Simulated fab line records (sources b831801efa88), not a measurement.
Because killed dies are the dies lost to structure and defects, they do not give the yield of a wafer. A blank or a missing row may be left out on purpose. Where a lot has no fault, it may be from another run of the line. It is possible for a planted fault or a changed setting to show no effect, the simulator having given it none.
Lot-split experiment | flow gf180mcu | 5 lots, 23 wafers read, on a route of 602 steps

== ON THE SPLIT ==
At GF_STI_OXIDATION_29 (stabilise 600 s, purge 300 s, target thk 10 nm), the setting ox time s was moved away from the recipe's 1418 s on 20 of the 23 wafers read, by -11.3% to +11.1%. All remaining wafers had this setting at the recipe value.

There is no step in the file separating the split from the reading.

== THE READING ==
STI_OXIDATION_02_THK, in nm, at GF_STI_THK_MEAS_30. Fault-free wafers of this fab line usually give 9.96 nm, standard deviation 0.16 nm.

wafer  | tool, chamber at the split | ox time s as run, s | against the recipe | STI_OXIDATION_02_THK, nm | against lot-mates on the recipe
L077.1 | -, -                       | 1568                | +10.6%             | 10.65                    | no lot-mate on the recipe
L077.2 | -, -                       | 1568                | +10.6%             | 10.76                    | no lot-mate on the recipe
L077.4 | -, -                       | 1568                | +10.6%             | 10.75                    | no lot-mate on the recipe
L077.5 | -, -                       | 1568                | +10.6%             | 10.81                    | no lot-mate on the recipe
L077.6 | -, -                       | 1568                | +10.6%             | 10.91                    | no lot-mate on the recipe
L079.1 | -, -                       | 1576                | +11.1%             | 10.69                    | no lot-mate on the recipe
L079.2 | -, -                       | 1576                | +11.1%             | 10.66                    | no lot-mate on the recipe
L079.3 | -, -                       | 1576                | +11.1%             | 10.58                    | no lot-mate on the recipe
L079.4 | -, -                       | 1576                | +11.1%             | 10.48                    | no lot-mate on the recipe
L079.5 | -, -                       | 1576                | +11.1%             | 10.74                    | no lot-mate on the recipe
L080.2 | -, -                       | 1294                | -8.7%              | 9.21                     | no lot-mate on the recipe
L080.3 | -, -                       | 1294                | -8.7%              | 9.24                     | no lot-mate on the recipe
L080.4 | -, -                       | 1294                | -8.7%              | 9.31                     | no lot-mate on the recipe
L080.5 | -, -                       | 1294                | -8.7%              | 9.46                     | no lot-mate on the recipe
L080.6 | -, -                       | 1294                | -8.7%              | 9.36                     | no lot-mate on the recipe
L081.1 | -, -                       | 1258                | -11.3%             | 9.13                     | no lot-mate on the recipe
L081.2 | -, -                       | 1258                | -11.3%             | 9.14                     | no lot-mate on the recipe
L081.3 | -, -                       | 1258                | -11.3%             | 9.40                     | no lot-mate on the recipe
L081.4 | -, -                       | 1258                | -11.3%             | 9.13                     | no lot-mate on the recipe
L081.5 | -, -                       | 1258                | -11.3%             | 9.34                     | no lot-mate on the recipe
L082.2 | furnace-02, 0              | 1418                | recipe             | 9.81                     | -
L082.5 | furnace-02, 0              | 1418                | recipe             | 9.92                     | -
L082.6 | furnace-02, 0              | 1418                | recipe             | 9.89                     | -

THE FIT
A straight line over all 23 wafers: STI_OXIDATION_02_THK changes by +0.0682 nm for each +1% of ox time s; r = +0.98; the points scatter about the line by 0.12 nm.
Too few moved wafers with a lot-mate on the recipe to fit a line net of each lot's own level.

== THE WHOLE CHAIN: every reading that the file lists as answering this split, in the file's order ==
step                | what it does                                   | reading                                                                          | change (the file's fit)                | r (the file's)
GF_STI_OXIDATION_29 | stabilise 600 s, purge 300 s, target thk 10 nm | SiO2_of_STI_OXIDATION_29.thk nm (the simulator's own value, which no gauge read) | +0.0681 nm for each +1% of the setting | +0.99
GF_STI_THK_MEAS_30  |                                                | STI_OXIDATION_02_THK                                                             | +0.0683 for each +1% of the setting    | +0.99

== FILE'S OWN FIT ==
STI_OXIDATION_02_THK changes by +0.0683 nm for each +1% of ox time s, r = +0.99.
